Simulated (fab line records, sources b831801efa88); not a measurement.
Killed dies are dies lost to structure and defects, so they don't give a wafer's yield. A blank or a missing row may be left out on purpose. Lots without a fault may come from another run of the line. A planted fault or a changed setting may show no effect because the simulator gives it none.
Which tool did it? | flow gf180mcu | 24 lots, 72 wafers sampled, at 5 steps of a route of 602

WHAT THE GAUGES READ, wafer by wafer
GF_STI_THK_MEAS_24.
lot  | measured    | on            | STI_CVD_23_THK (nm)
L074 | day 2 10:02 | film_metro-01 | 651 649 655
L075 | day 2 10:04 | film_metro-02 | 648 647 644
L076 | day 2 17:04 | film_metro-03 | 658 658 663
L077 | day 3 01:15 | film_metro-03 | 657 656 658
L078 | day 3 02:31 | film_metro-03 | 658 652 652
L079 | day 3 07:05 | film_metro-02 | 648 635 653
L080 | day 3 12:36 | film_metro-02 | 645 650 647
L081 | day 3 16:22 | film_metro-02 | 655 651 651
L082 | day 3 21:11 | film_metro-01 | 656 663 660
L083 | day 4 02:22 | film_metro-02 | 651 650 650
L084 | day 4 08:25 | film_metro-03 | 656 662 652
L085 | day 4 12:16 | film_metro-03 | 654 655 648
L086 | day 4 17:39 | film_metro-01 | 652 649 666
L087 | day 4 22:46 | film_metro-01 | 641 663 647
L088 | day 5 04:33 | film_metro-02 | 661 668 666
L089 | day 5 08:43 | film_metro-03 | 656 647 653
L090 | day 5 14:41 | film_metro-01 | 654 653 661
L091 | day 5 18:43 | film_metro-01 | 642 660 648
L092 | day 6 01:40 | film_metro-02 | 650 649 654
L093 | day 6 06:01 | film_metro-01 | 642 648 650
L094 | day 6 11:33 | film_metro-02 | 659 664 656
L095 | day 6 16:39 | film_metro-03 | 644 647 650
L096 | day 6 22:55 | film_metro-03 | 651 655 663
L097 | day 7 03:48 | film_metro-01 | 653 658 657

GF_PSD_OVL_MEAS_08.
lot  | measured     | on         | PSD_OVL (nm)
L074 | day 15 00:42 | overlay-01 | -0.8 0.5 -1.4
L075 | day 15 07:58 | overlay-01 | -0.4 -1.6 -0.4
L076 | day 15 13:17 | overlay-01 | 1.4 -0.2 1.8
L077 | day 16 04:17 | overlay-02 | -0.3 2.1 1.1
L078 | day 16 15:05 | overlay-01 | 0.9 1.8 1.0
L079 | day 16 22:53 | overlay-01 | 1.6 0.0 1.3
L080 | day 16 23:01 | overlay-01 | -0.4 -1.6 -1.2
L081 | day 17 14:23 | overlay-01 | 1.3 0.0 -1.1
L082 | day 17 14:35 | overlay-02 | 1.4 0.6 1.0
L083 | day 18 05:35 | overlay-01 | 1.3 1.3 1.2
L084 | day 18 12:33 | overlay-01 | 1.0 1.4 2.2
L085 | day 18 22:56 | overlay-02 | 1.0 2.4 1.7
L086 | day 18 23:53 | overlay-02 | -0.1 -2.0 1.4
L087 | day 19 11:50 | overlay-01 | -1.1 1.7 0.6
L088 | day 19 18:14 | overlay-01 | 0.0 0.5 0.3
L089 | day 20 06:26 | overlay-01 | 0.2 -0.4 -0.2
L090 | day 20 11:01 | overlay-02 | 0.9 0.8 1.4
L091 | day 20 21:35 | overlay-02 | 1.4 0.6 -1.6
L092 | day 21 03:00 | overlay-01 | 0.3 -1.5 -0.9
L093 | day 21 09:14 | overlay-01 | -0.3 -0.6 -1.2
L094 | day 21 19:11 | overlay-02 | 0.5 2.7 1.0
L095 | day 22 02:26 | overlay-01 | -0.4 0.2 -1.3
L096 | day 22 11:06 | overlay-02 | 2.6 0.8 0.7
L097 | day 22 21:21 | overlay-02 | 0.6 1.0 -0.2

GF_M4_CD_MEAS_14: target cd 280 nm.
lot  | measured     | on        | cd_nm (nm)
L074 | day 24 12:05 | cd_sem-02 | 281.1 281.0 279.3
L075 | day 24 20:19 | cd_sem-01 | 280.3 279.0 278.9
L076 | day 24 21:46 | cd_sem-01 | 280.0 279.8 280.5
L077 | day 25 12:18 | cd_sem-01 | 279.5 280.4 280.5
L078 | day 25 22:44 | cd_sem-01 | 278.8 278.4 279.9
L079 | day 26 04:15 | cd_sem-02 | 280.4 279.9 279.6
L080 | day 26 04:40 | cd_sem-02 | 281.2 280.0 281.0
L081 | day 26 20:58 | cd_sem-02 | 280.6 281.3 281.0
L082 | day 26 21:20 | cd_sem-01 | 282.1 282.2 280.3
L083 | day 27 08:44 | cd_sem-02 | 279.2 280.2 280.2
L084 | day 27 14:13 | cd_sem-02 | 276.6 277.5 277.5
L085 | day 28 00:14 | cd_sem-01 | 279.8 280.3 280.5
L086 | day 28 00:35 | cd_sem-02 | 280.2 280.6 278.6
L087 | day 28 09:01 | cd_sem-02 | 280.5 279.0 280.3
L088 | day 28 13:21 | cd_sem-01 | 279.0 278.0 278.3
L089 | day 28 23:06 | cd_sem-01 | 280.9 281.0 281.6
L090 | day 29 05:16 | cd_sem-01 | 280.4 280.8 280.7
L091 | day 29 13:00 | cd_sem-01 | 280.2 279.7 279.8
L092 | day 29 17:11 | cd_sem-02 | 279.0 279.2 279.4
L093 | day 29 19:42 | cd_sem-01 | 279.8 281.7 280.1
L094 | day 30 04:13 | cd_sem-01 | 277.4 278.9 279.8
L095 | day 30 11:53 | cd_sem-02 | 277.5 279.0 278.0
L096 | day 30 16:59 | cd_sem-01 | 278.6 279.8 279.5
L097 | day 31 02:27 | cd_sem-01 | 279.2 278.4 279.3

GF_V4_BOW_MEAS_05.
lot  | measured     | on            | V4_BOW (um)
L074 | day 24 13:31 | film_metro-01 | 125 110 107
L075 | day 24 21:41 | film_metro-03 | 127 151 141
L076 | day 24 23:10 | film_metro-04 | 136 125 132
L077 | day 25 13:44 | film_metro-03 | 137 133 138
L078 | day 26 00:07 | film_metro-01 | 139 140 140
L079 | day 26 05:37 | film_metro-04 | 128 132 147
L080 | day 26 06:02 | film_metro-03 | 144 151 134
L081 | day 26 22:28 | film_metro-01 | 141 134 150
L082 | day 26 22:42 | film_metro-03 | 132 133 132
L083 | day 27 10:06 | film_metro-01 | 131 143 148
L084 | day 27 15:35 | film_metro-03 | 139 141 143
L085 | day 28 01:36 | film_metro-04 | 126 134 125
L086 | day 28 02:04 | film_metro-04 | 135 135 137
L087 | day 28 10:23 | film_metro-03 | 144 132 139
L088 | day 28 14:43 | film_metro-03 | 135 132 143
L089 | day 29 00:32 | film_metro-04 | 148 145 135
L090 | day 29 07:01 | film_metro-01 | 121 127 137
L091 | day 29 15:14 | film_metro-01 | 150 146 147
L092 | day 29 18:42 | film_metro-04 | 139 143 145
L093 | day 29 21:18 | film_metro-03 | 130 128 129
L094 | day 30 05:41 | film_metro-01 | 141 137 140
L095 | day 30 13:21 | film_metro-03 | 137 125 137
L096 | day 30 18:29 | film_metro-01 | 147 148 149
L097 | day 31 03:49 | film_metro-01 | 145 137 132

WHICH TOOL RAN EACH LOT (tool, then ch and the chambers of the sampled wafers, then the start)
lot  | GF_M2_SPUTTER_04
L074 | pvd_sputter-01, day 19 06:10
L075 | pvd_sputter-04, day 19 15:39
L076 | pvd_sputter-01, day 19 19:31
L077 | pvd_sputter-02, day 20 11:29
L078 | pvd_sputter-04, day 21 00:16
L079 | pvd_sputter-01, day 21 07:49
L080 | pvd_sputter-02, day 21 08:16
L081 | pvd_sputter-04, day 22 00:37
L082 | pvd_sputter-02, day 22 00:58
L083 | pvd_sputter-04, day 22 14:34
L084 | pvd_sputter-01, day 22 21:23
L085 | pvd_sputter-02, day 23 07:33
L086 | pvd_sputter-02, day 23 10:00
L087 | pvd_sputter-01, day 23 18:10
L088 | pvd_sputter-02, day 24 00:55
L089 | pvd_sputter-01, day 24 12:17
L090 | pvd_sputter-01, day 24 16:40
L091 | pvd_sputter-02, day 25 00:37
L092 | pvd_sputter-01, day 25 05:04
L093 | pvd_sputter-02, day 25 08:53
L094 | pvd_sputter-02, day 25 18:05
L095 | pvd_sputter-01, day 26 00:57
L096 | pvd_sputter-02, day 26 08:25
L097 | pvd_sputter-02, day 26 18:24
- GF_M2_SPUTTER_04: material TiN, target thk 50 nm, time 41.7 s.

WHAT THE TOOLS THEMSELVES READ (means of the sampled wafers that have a number; where no wafer has one, the mark that the record gives instead)
GF_M2_SPUTTER_04.
lot  | tool           | throttle_valve_pct (%)
L074 | pvd_sputter-01 | 30.1
L075 | pvd_sputter-04 | 29.4
L076 | pvd_sputter-01 | 30.6
L077 | pvd_sputter-02 | 29.8
L078 | pvd_sputter-04 | 28.9
L079 | pvd_sputter-01 | 30.0
L080 | pvd_sputter-02 | 30.2
L081 | pvd_sputter-04 | 29.0
L082 | pvd_sputter-02 | 30.1
L083 | pvd_sputter-04 | 29.2
L084 | pvd_sputter-01 | 30.3
L085 | pvd_sputter-02 | 30.0
L086 | pvd_sputter-02 | 29.9
L087 | pvd_sputter-01 | 30.2
L088 | pvd_sputter-02 | 30.1
L089 | pvd_sputter-01 | 30.8
L090 | pvd_sputter-01 | 29.8
L091 | pvd_sputter-02 | 30.2
L092 | pvd_sputter-01 | 29.9
L093 | pvd_sputter-02 | 29.9
L094 | pvd_sputter-02 | 29.9
L095 | pvd_sputter-01 | 30.2
L096 | pvd_sputter-02 | 30.2
L097 | pvd_sputter-02 | 30.1

THE ANSWER, worked out from the rows above alone
Rule: what is usual is taken from the lots themselves. Put in order of their means at a reading, lots are off if they are a third of the lots or fewer, leave a main group of 4 or more, and stand apart from it by a gap of 3 or more times the standard deviation of the main group's means; of several such gaps the widest counts. A main group whose means are all the same, to the digits that the tables above print for the reading, isn't used. A lot without any number at a reading at which 4 lots or more have one is off too. The other lots that the step has rows for count as sound. The gauges are gone through in route order, then the tools' own readings, and for those a lot's mean is taken as printed above. The first step at which some lot is off is used, and at that step the reading that is off furthest; a lot without a number counts as furthest.
No lot is off at any reading shown: from this, nothing can be told.

WHAT THE SIMULATOR HAD PUT IN
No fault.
